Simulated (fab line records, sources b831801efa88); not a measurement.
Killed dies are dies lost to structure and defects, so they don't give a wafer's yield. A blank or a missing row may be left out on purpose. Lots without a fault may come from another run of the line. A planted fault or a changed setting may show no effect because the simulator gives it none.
Which tool did it? | flow sky130 | 11 lots, 33 wafers sampled, at 5 steps of a route of 708

WHAT THE GAUGES READ, wafer by wafer
SKY_LDD_HVN_OVL_MEAS_07.
lot  | measured     | on         | LDD_HVN_OVL (nm)
L276 | day 20 09:46 | overlay-01 | -1.0 0.9 0.5
L277 | day 20 13:47 | overlay-01 | -2.0 -1.9 -1.4
L280 | day 22 03:43 | overlay-01 | -3.5 -1.8 -0.6
L286 | day 23 23:11 | overlay-01 | 0.5 -0.1 -0.7
L287 | day 24 09:34 | overlay-01 | -2.2 -1.5 -0.7
L288 | day 24 18:04 | overlay-02 | 0.0 -0.3 0.1
L291 | day 25 12:28 | overlay-01 | -1.2 -0.9 -2.6
L294 | day 26 21:38 | overlay-01 | -0.8 0.5 0.5
L295 | day 27 03:25 | overlay-02 | -1.8 -1.2 -2.0
L298 | day 27 23:20 | overlay-01 | -1.9 -0.4 -0.2
L299 | day 28 06:08 | overlay-02 | -1.8 -3.1 -1.3

SKY_METAL2_RS_MEAS_05: measures by four-point-probe.
lot  | measured     | on            | METAL2_ALCU_RS (ohm/sq)
L276 | day 34 04:16 | film_metro-03 | 0.1264 0.1237 0.1277
L277 | day 34 12:56 | film_metro-01 | 0.1282 0.1284 0.1247
L280 | day 35 18:11 | film_metro-03 | 0.1302 0.1272 0.1278
L286 | day 37 08:22 | film_metro-03 | 0.1262 0.1276 0.1279
L287 | day 37 13:39 | film_metro-01 | 0.1480 0.1274 0.1457
L288 | day 37 20:46 | film_metro-04 | 0.1439 0.1442 0.1268
L291 | day 38 15:08 | film_metro-04 | 0.1262 0.1251 0.1228
L294 | day 39 19:04 | film_metro-03 | 0.1262 0.1248 0.1257
L295 | day 39 23:43 | film_metro-01 | 0.1268 0.1272 0.1286
L298 | day 40 16:58 | film_metro-03 | 0.1276 0.1272 0.1272
L299 | day 40 23:28 | film_metro-04 | 0.1274 0.1272 0.1271

SKY_METAL2_THK_MEAS_06: measures by xrf.
lot  | measured     | on            | METAL2_ALCU_THK (nm)
L276 | day 34 04:22 | film_metro-03 | 246.3 252.7 246.7
L277 | day 34 13:01 | film_metro-01 | 249.3 249.0 251.9
L280 | day 35 18:19 | film_metro-03 | 239.5 245.0 245.4
L286 | day 37 08:28 | film_metro-03 | 248.0 244.1 244.1
L287 | day 37 13:46 | film_metro-01 | 215.5 250.1 218.8
L288 | day 37 20:53 | film_metro-04 | 221.5 220.6 248.9
L291 | day 38 15:14 | film_metro-04 | 250.6 254.2 255.6
L294 | day 39 19:10 | film_metro-03 | 247.4 247.4 247.5
L295 | day 39 23:50 | film_metro-01 | 250.2 247.4 246.3
L298 | day 40 17:05 | film_metro-03 | 247.4 246.4 246.1
L299 | day 40 23:35 | film_metro-04 | 248.3 249.8 249.3

WHICH TOOL RAN EACH LOT (tool, then ch and the chambers of the sampled wafers, then the start)
lot  | SKY_METAL1_SPUTTER_04        | SKY_METAL2_SPUTTER_02
L276 | pvd_sputter-02, day 31 19:26 | pvd_sputter-04, day 34 04:08
L277 | pvd_sputter-03, day 32 00:33 | pvd_sputter-01, day 34 12:47
L280 | pvd_sputter-03, day 33 09:38 | pvd_sputter-03, day 35 18:06
L286 | pvd_sputter-03, day 35 01:26 | pvd_sputter-01, day 37 08:13
L287 | pvd_sputter-02, day 35 07:14 | pvd_sputter-01, day 37 13:34
L288 | pvd_sputter-03, day 35 14:32 | pvd_sputter-01, day 37 20:41
L291 | pvd_sputter-03, day 36 07:54 | pvd_sputter-03, day 38 15:01
L294 | pvd_sputter-03, day 37 12:12 | pvd_sputter-03, day 39 18:56
L295 | pvd_sputter-01, day 37 16:11 | pvd_sputter-04, day 39 23:38
L298 | pvd_sputter-01, day 38 10:34 | pvd_sputter-04, day 40 16:52
L299 | pvd_sputter-01, day 38 17:29 | pvd_sputter-01, day 40 23:23
- SKY_METAL1_SPUTTER_04: material TiN, target thk 70 nm, time 58.3 s.
- SKY_METAL2_SPUTTER_02: material AlCu, target thk 250 nm, time 13.3 s.

WHAT THE TOOLS THEMSELVES READ (means of the sampled wafers that have a number; where no wafer has one, the mark that the record gives instead)
SKY_METAL1_SPUTTER_04.
lot  | tool           | throttle_valve_pct (%)
L276 | pvd_sputter-02 | 29.8
L277 | pvd_sputter-03 | 29.9
L280 | pvd_sputter-03 | 29.4
L286 | pvd_sputter-03 | 30.1
L287 | pvd_sputter-02 | 30.4
L288 | pvd_sputter-03 | 29.7
L291 | pvd_sputter-03 | 31.0
L294 | pvd_sputter-03 | 30.5
L295 | pvd_sputter-01 | 28.9
L298 | pvd_sputter-01 | 29.4
L299 | pvd_sputter-01 | 29.7

SKY_METAL2_SPUTTER_02.
lot  | tool           | throttle_valve_pct (%)
L276 | pvd_sputter-04 | 31.2
L277 | pvd_sputter-01 | 30.0
L280 | pvd_sputter-03 | 29.3
L286 | pvd_sputter-01 | 30.0
L287 | pvd_sputter-01 | 30.0
L288 | pvd_sputter-01 | 29.3
L291 | pvd_sputter-03 | 30.0
L294 | pvd_sputter-03 | 30.4
L295 | pvd_sputter-04 | 31.4
L298 | pvd_sputter-04 | 31.5
L299 | pvd_sputter-01 | 30.5

THE ANSWER, worked out from the rows above alone
Rule: what is usual is taken from the lots themselves. Put in order of their means at a reading, lots are off if they are a third of the lots or fewer, leave a main group of 4 or more, and stand apart from it by a gap of 3 or more times the standard deviation of the main group's means; of several such gaps the widest counts. A main group whose means are all the same, to the digits that the tables above print for the reading, isn't used. A lot without any number at a reading at which 4 lots or more have one is off too. The other lots that the step has rows for count as sound. The gauges are gone through in route order, then the tools' own readings, and for those a lot's mean is taken as printed above. The first step at which some lot is off is used, and at that step the reading that is off furthest; a lot without a number counts as furthest.
Off: L287, L288, at SKY_METAL2_RS_MEAS_05 (METAL2_ALCU_RS). The main group: mean 0.1268 ohm/sq, standard deviation 0.0011.
A tool fits if, at a process step before that reading, it ran every lot that is off, and no sound lot after the first of them. The gauges at SKY_METAL2_RS_MEAS_05 are tried like those tools. None of those tried fits.

WHAT THE SIMULATOR HAD PUT IN
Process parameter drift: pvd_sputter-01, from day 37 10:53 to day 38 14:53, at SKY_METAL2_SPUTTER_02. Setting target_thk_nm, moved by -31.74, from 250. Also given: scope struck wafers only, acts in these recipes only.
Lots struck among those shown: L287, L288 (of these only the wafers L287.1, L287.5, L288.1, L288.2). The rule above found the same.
